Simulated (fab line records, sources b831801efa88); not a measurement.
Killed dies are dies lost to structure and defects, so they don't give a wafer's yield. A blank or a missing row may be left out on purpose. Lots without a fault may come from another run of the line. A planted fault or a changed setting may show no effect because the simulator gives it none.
A struck lot beside a sound one | flow sky130 | 17 steps out of a route of 708
Sound: wafers L680.2, L680.4, L680.6. Struck: wafer L679.5. (L679.1, L679.6 of the same lot were not struck and are left out.) The cause comes at the end.
At each step with rows: each side's tool, then ch and its chambers, then its first start. Under that, the readings that differ: sound wafers | struck wafers | difference of the means | sigmas: that difference in standard deviations of wafers without a fault.
alike: readings whose means differ by less than 2 such deviations, and words and numbers that are the same on both sides. not compared: withheld readings, readings that some wafer has no value for, bounds like >300 that may hide the same value, and numbers for which the record gives no deviation and whose values overlap.
The two part at a step that has a row with sigmas, a row that says differs or no value, or rows on one side only. Numbers that don't overlap but have no deviation are shown without sigmas and don't part them. A reading that every wafer of one side lacks parts them only if that side has two wafers or more.

first, 3 steps without rows for these wafers: SKY_LI_CONTACT_EXPOSE_09 (exposes mask LICM1, target cd 170 nm); SKY_LI_CONTACT_PEB_10; SKY_LI_CONTACT_DEVELOP_11 (develop time 60 s).
SKY_LI_CONTACT_CD_MEAS_12: target cd 170 nm.
  sound on cd_sem-01, day 30 12:21; struck on cd_sem-01, day 30 04:26
  alike: cd_nm
SKY_LI_CONTACT_OVL_MEAS_13:
  sound on overlay-01, day 30 12:27; struck on overlay-02, day 30 04:34
  alike: LI_CONTACT_OVL
SKY_LI_CONTACT_ETCH_14: etches BARC in N2/H2, stops on SiO2, time 45.9 s, target depth 60 nm.
  sound on rie_diel-01 ch 1,3, day 30 12:29; struck on rie_diel-02 ch 0, day 30 04:35
  alike: drypump_motor_current_A, oes_product_au, throttle_valve_pct
  not compared: rf_hours_counter_h
SKY_LI_CONTACT_ETCH_15: etches PSG in C4F8/O2/Ar, stops on Si, target depth 600 nm.
  sound on rie_diel-01 ch 1,3, day 30 12:31; struck on rie_diel-02 ch 0, day 30 04:38
  alike: oes_product_au
SKY_LI_CONTACT_STRIP_16: strips in O2/N2.
  sound on plasma_asher-03 ch 0,1, day 30 12:37; struck on plasma_asher-02 ch 0, day 30 04:43
  alike: drypump_motor_current_A, oes_product_au, strip_time_to_endpoint_s
  not compared: rf_hours_counter_h
then, 2 steps without rows for these wafers: SKY_LI_CONTACT_CLEAN_17 (cleans in NMP, time 600 s); SKY_LI_CONTACT_PRE_CLEAN_18 (time 5.6 s).
SKY_LI_CONTACT_SPUTTER_19: material Ti, target thk 20 nm, time 106.37 s.
  sound on pvd_sputter-03, day 30 12:54; struck on pvd_sputter-04, day 30 05:01
  alike: cathode_dc_power_W, throttle_valve_pct
then, 1 step without rows for these wafers: SKY_LI_CONTACT_SPUTTER_20 (material TiN, target thk 20 nm, time 80 s).
SKY_LI_CONTACT_CVD_21: deposits W, target thk 400 nm, time 120.56 s.
  sound on cvd_w-01 ch 0,1, day 30 13:02; struck on cvd_w-02 ch 1, day 30 05:09
  reading                                  | sound           | struck | difference | sigmas
  model.W_of_LI_CONTACT_CVD_21.thk_nm (nm) | 406 403.7 407.3 | 450.4  | +44.7      |
  alike: heater_power_w
SKY_LI_CONTACT_RS_MEAS_22: measures by four-point-probe.
  sound on film_metro-01, day 30 13:11; struck on film_metro-01, day 30 05:43
  reading                  | sound                | struck | difference | sigmas
  LI_CONTACT_W_RS (ohm/sq) | 0.2812 0.2819 0.2797 | 0.2528 | -0.0281    | -10
  not compared: hold
SKY_LI_CONTACT_THK_MEAS_23: measures by xrf.
  sound on film_metro-01, day 30 13:18; struck on film_metro-01, day 30 08:44
  reading               | sound       | struck | difference | sigmas
  LI_CONTACT_W_THK (nm) | 419 415 422 | 466    | +47        | +6
  not compared: hold
SKY_LI_CONTACT_CMP_24: polishes, stops on PSG, t overpolish 20 s, target thk 0 nm.
  sound on cmp-02 ch 2,3, day 30 13:24; struck on cmp-01 ch 3, day 30 14:25
  reading                | sound       | struck                   | difference                   | sigmas
  hold                   | - - -       | await_dispo/5.6h/release | no value on the sound wafers |
  time_to_endpoint_s (s) | 100 101 105 | 112                      | +10                          | +3
  alike: edge_zone_pressure_frac, motor_current_A
SKY_LOCAL_INTERCONNECT_SPUTTER_00: material TiN, target thk 100 nm, time 83.3 s.
  sound on pvd_sputter-02, day 30 13:39; struck on pvd_sputter-02, day 30 14:43
  alike: cathode_dc_power_W, throttle_valve_pct

WHERE THEY PART
First at SKY_LI_CONTACT_RS_MEAS_22; last, within this record, at SKY_LI_CONTACT_CMP_24. Later steps at which nothing parts them and some readings are alike: SKY_LOCAL_INTERCONNECT_SPUTTER_00.

WHY: what the simulator had put in
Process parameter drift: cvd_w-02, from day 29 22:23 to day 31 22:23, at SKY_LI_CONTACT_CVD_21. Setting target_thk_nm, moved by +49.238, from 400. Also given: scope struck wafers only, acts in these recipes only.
